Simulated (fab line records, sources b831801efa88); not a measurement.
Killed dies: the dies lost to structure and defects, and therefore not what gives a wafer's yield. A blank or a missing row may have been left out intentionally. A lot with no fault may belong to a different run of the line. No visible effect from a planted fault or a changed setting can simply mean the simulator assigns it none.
What tool caused it? | flow sky130 | 12 lots, 36 wafers sampled, at 4 steps of a route of 708

== WHAT THE GAUGES SHOWED, per wafer ==
SKY_VT_ADJUST_PCH_OVL_MEAS_07. Usual: VT_ADJUST_PCH_OVL gives 0.5 nm (standard deviation 1.3).
lot  | measured     | on         | VT_ADJUST_PCH_OVL (nm) | flag
L917 | day 11 10:39 | overlay-01 | 1.9 1.9 1.6            | 
L920 | day 12 11:36 | overlay-01 | 0.3 1.2 2.0            | 
L921 | day 12 17:20 | overlay-02 | 1.0 0.5 0.1            | 
L925 | day 14 00:59 | overlay-01 | -0.5 0.1 0.3           | 
L926 | day 14 06:48 | overlay-02 | -1.3 0.5 0.3           | 
L927 | day 14 14:58 | overlay-01 | 1.6 0.9 2.0            | 
L928 | day 14 21:47 | overlay-02 | -2.0 -0.2 -1.0         | 
L929 | day 15 12:00 | overlay-01 | 3.4 1.9 2.4            | 
L930 | day 15 19:50 | overlay-01 | -0.7 1.7 -1.4          | 
L931 | day 15 22:20 | overlay-02 | 2.8 0.1 2.0            | 
L934 | day 16 20:20 | overlay-01 | 3.1 0.4 1.5            | 
L937 | day 18 11:45 | overlay-02 | 1.1 1.8 0.5            | 

SKY_GATE_OXIDE_OVL_MEAS_10. Usual: GATE_OXIDE_OVL gives 0.5 nm (standard deviation 1.8).
lot  | measured     | on         | GATE_OXIDE_OVL (nm) | flag
L917 | day 15 01:16 | overlay-02 | 2.2 1.8 2.2         | 
L920 | day 16 03:14 | overlay-02 | -2.2 -1.1 -1.7      | 
L921 | day 16 15:50 | overlay-02 | 0.9 1.5 0.9         | 
L925 | day 17 18:26 | overlay-01 | -2.3 0.1 -0.1       | 
L926 | day 18 03:02 | overlay-02 | 2.1 1.9 3.9         | 
L927 | day 18 14:53 | overlay-02 | -2.0 -2.2 -2.0      | 
L928 | day 18 20:36 | overlay-02 | -0.9 -2.5 -3.0      | 
L929 | day 19 12:50 | overlay-02 | 113.4 116.2 116.0   | OFF
L930 | day 19 18:49 | overlay-02 | 0.2 4.2 1.1         | 
L931 | day 19 23:32 | overlay-02 | 0.6 -0.8 0.7        | 
L934 | day 20 22:50 | overlay-02 | 116.5 119.0 119.4   | OFF
L937 | day 22 16:04 | overlay-01 | 1.2 0.6 1.2         | 

SKY_GATE_OXIDE_TW_MEAS_14. Usual: GATE_OXIDE_TW gives 224.1 (standard deviation 1.9).
lot  | measured     | on           | GATE_OXIDE_TW     | flag
L917 | day 15 01:39 | filmMetro-04 | 226.8 226.2 228.1 | 
L920 | day 16 03:40 | filmMetro-01 | 222.5 223.3 224.2 | 
L921 | day 16 16:14 | filmMetro-01 | 222.0 222.5 222.5 | 
L925 | day 17 18:50 | filmMetro-01 | 224.5 224.1 222.2 | 
L926 | day 18 03:26 | filmMetro-03 | 224.2 223.6 223.7 | 
L927 | day 18 15:17 | filmMetro-01 | 222.4 223.1 222.5 | 
L928 | day 18 20:59 | filmMetro-01 | 224.0 222.2 224.2 | 
L929 | day 19 13:14 | filmMetro-01 | 223.0 224.5 223.1 | 
L930 | day 19 19:13 | filmMetro-04 | 226.2 226.8 227.3 | 
L931 | day 19 23:56 | filmMetro-01 | 223.4 224.1 223.4 | 
L934 | day 20 23:13 | filmMetro-04 | 226.8 225.6 226.5 | 
L937 | day 22 16:28 | filmMetro-03 | 223.1 224.3 222.8 | 

== WHICH TOOL RAN EACH LOT (tool, then ch and the chambers of the sampled wafers, then the start) ==
lot  | SKY_GATE_OXIDE_EXPOSE_07
L917 | ilineStepper-02 ch 0, day 14 12:08
L920 | ilineStepper-01 ch 0, day 15 13:55
L921 | ilineStepper-01 ch 0, day 16 01:59
L925 | ilineStepper-02 ch 0, day 17 04:08
L926 | ilineStepper-01 ch 0, day 17 12:22
L927 | ilineStepper-01 ch 0, day 17 23:58
L928 | ilineStepper-01 ch 0, day 18 05:48
L929 | ilineStepper-01 ch 0, day 18 21:14
L930 | ilineStepper-02 ch 0, day 19 03:27
L931 | ilineStepper-02 ch 0, day 19 07:12
L934 | ilineStepper-01 ch 0, day 20 07:58
L937 | ilineStepper-02 ch 0, day 22 00:28
- SKY_GATE_OXIDE_EXPOSE_07: exposes mask LVOM, target cd 600 nm.

== WHAT THE TOOLS THEMSELVES READ (means of the sampled wafers that have a number; where no wafer has one, the mark that the record gives instead) ==
SKY_GATE_OXIDE_EXPOSE_07. Usual: stageVelMmS 499.97 mm/s, standard deviation 0.27.
lot  | tool            | stageVelMmS (mm/s) | flag
L917 | ilineStepper-02 | 499.65             | 
L920 | ilineStepper-01 | 500.04             | 
L921 | ilineStepper-01 | 499.84             | 
L925 | ilineStepper-02 | 500.39             | 
L926 | ilineStepper-01 | 500.05             | 
L927 | ilineStepper-01 | 499.78             | 
L928 | ilineStepper-01 | 499.82             | 
L929 | ilineStepper-01 | 499.69             | 
L930 | ilineStepper-02 | 500.14             | 
L931 | ilineStepper-02 | 499.79             | 
L934 | ilineStepper-01 | 499.90             | 
L937 | ilineStepper-02 | 500.02             | 

== THE ANSWER, worked out from the rows above alone ==
Rule: lot off if the mean of its wafers having a number is beyond 3 standard deviations from the usual mean. A lot without any number at a reading at which 4 lots or more have one is off too. All remaining lots with rows at the step are treated as sound. First the gauges in route order, then the tools' own readings, where a lot's mean is used as printed above. At the first step where some lot is off, the reading lying furthest off is the one used; lots without a number count as furthest.
Off: L929, L934, seen at SKY_GATE_OXIDE_OVL_MEAS_10 (GATE_OXIDE_OVL).
If a tool, at a process step before that reading, ran all the lots that are off and no sound lot after the first of them, it fits. Gauges at SKY_GATE_OXIDE_OVL_MEAS_10: tried the same way as those tools. One fits: ilineStepper-01 at SKY_GATE_OXIDE_EXPOSE_07. A fault onset in the window from L928 (day 18 05:48, its last sound lot) to L929 (day 18 21:14, its first lot off) fits.

== WHAT HAD BEEN PUT IN BY THE SIMULATOR ==
Scanner matching overlay: ilineStepper-01, from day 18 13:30 on, at SKY_GATE_OXIDE_EXPOSE_07. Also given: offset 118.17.
Shown lots that were struck: L929, L934. The rule above found the same.
